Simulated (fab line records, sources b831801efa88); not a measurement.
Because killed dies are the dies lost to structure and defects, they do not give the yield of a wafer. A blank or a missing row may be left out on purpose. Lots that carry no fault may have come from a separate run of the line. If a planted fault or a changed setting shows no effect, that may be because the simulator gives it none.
Struck lot and sound lot, side by side ; flow gf180mcu ; 15 out of 602 route steps
Sound: the wafers L631.3, L631.5, L631.6. Wafers L639.1, L639.2, L639.5 were the ones struck. The cause comes at the end.
At each step with rows: each side's tool, then ch and its chambers, then its first start. Under that, the readings that differ: sound wafers ; struck wafers ; difference of the means ; sigmas: that difference in standard deviations of wafers without a fault.
alike: a reading whose means differ by less than 2 such deviations, as well as words and numbers matching on both sides. not compared: withheld readings; readings where some wafer has no value; bounds like >300 that might hide an equal value; numbers whose values overlap and for which the record gives no deviation.
The two part at a step that has a row with sigmas, a row that says differs or no value, or rows on one side only. Numbers that have no deviation but don't overlap get no sigmas and don't part them. A reading that every wafer of one side lacks parts them only if that side has two wafers or more.

first, 5 steps without rows for these wafers: GF_V1_COAT_09 (resist thk 1000 nm); GF_V1_SOFTBAKE_10 (time 60 s); GF_V1_EXPOSE_11 (exposes mask Via1, target cd 260 nm); GF_V1_PEB_12 (peb time 90 s); GF_V1_DEVELOP_13 (develop time 60 s).
GF_V1_CD_MEAS_14: target cd 260 nm.
  sound on cd_sem-01 at day 20 13:26; struck on cd_sem-01 at day 23 09:14
  alike: cd_nm
GF_V1_OVL_MEAS_15:
  sound on overlay-02 at day 20 13:31; struck on overlay-01 at day 23 09:21
  alike: V1_OVL
GF_V1_ETCH_16: etches BARC in N2/H2.
  sound on rie_diel-04 ch 2,3, day 20 13:32; struck on rie_diel-04 ch 0,2,3, day 23 09:23
  alike: drypump_motor_current_A, n2_flow_sccm, oes_product_au, throttle_valve_pct
GF_V1_ETCH_17: etches SiO2 in C4F8/O2/Ar, stops on TiN, target depth 630 nm.
  sound: rie_diel-04 ch 2,3; struck: rie_diel-04 ch 0,2,3
  alike: oes_product_au
GF_V1_STRIP_18: strips in O2/N2.
  sound on plasma_asher-01 ch 0,1, day 20 13:43; struck on plasma_asher-01 ch 0,1, day 23 09:31
  alike: drypump_motor_current_A, heater_power_w, n2_flow_sccm, oes_product_au
  not compared: rf_hours_counter_h
then, 2 steps without rows for these wafers: GF_V1_STRIP_19 (strips in post etch residue remover, time 1200 s); GF_V1_CLEAN_20 (cleans in DIW).
GF_V1_SPUTTER_21: material Ti, target thk 15 nm, time 80.02 s.
  sound on pvd_sputter-02 at day 20 14:13; struck on pvd_sputter-01 at day 23 10:05
reading;sound;struck;difference;sigmas
model.Ti_of_V1_SPUTTER_21.thk_nm (nm);15.08 15.14 15.33;20.38 20.44 20.42;+5.23;
  alike: throttle_valve_pct
GF_V1_SPUTTER_22: material TiN, target thk 10 nm, time 40 s.
  sound on pvd_sputter-02 at day 20 14:16; struck on pvd_sputter-01 at day 23 10:08
  alike: throttle_valve_pct
-- the record jumps here: 10 days lie between the struck wafers' starts before and after (it left off in module V1 and takes up again in module PASSIVATION, whose first step shown is number 602 of the route) --
GF_PASSIVATION_PROBE_99:
  record: rows for the struck wafers here (prober-01, day 32 22:22), none for the sound ones

## WHERE THEY PART
At GF_PASSIVATION_PROBE_99 and nowhere else, as far as this record goes.

WHY: the cause the simulator had injected
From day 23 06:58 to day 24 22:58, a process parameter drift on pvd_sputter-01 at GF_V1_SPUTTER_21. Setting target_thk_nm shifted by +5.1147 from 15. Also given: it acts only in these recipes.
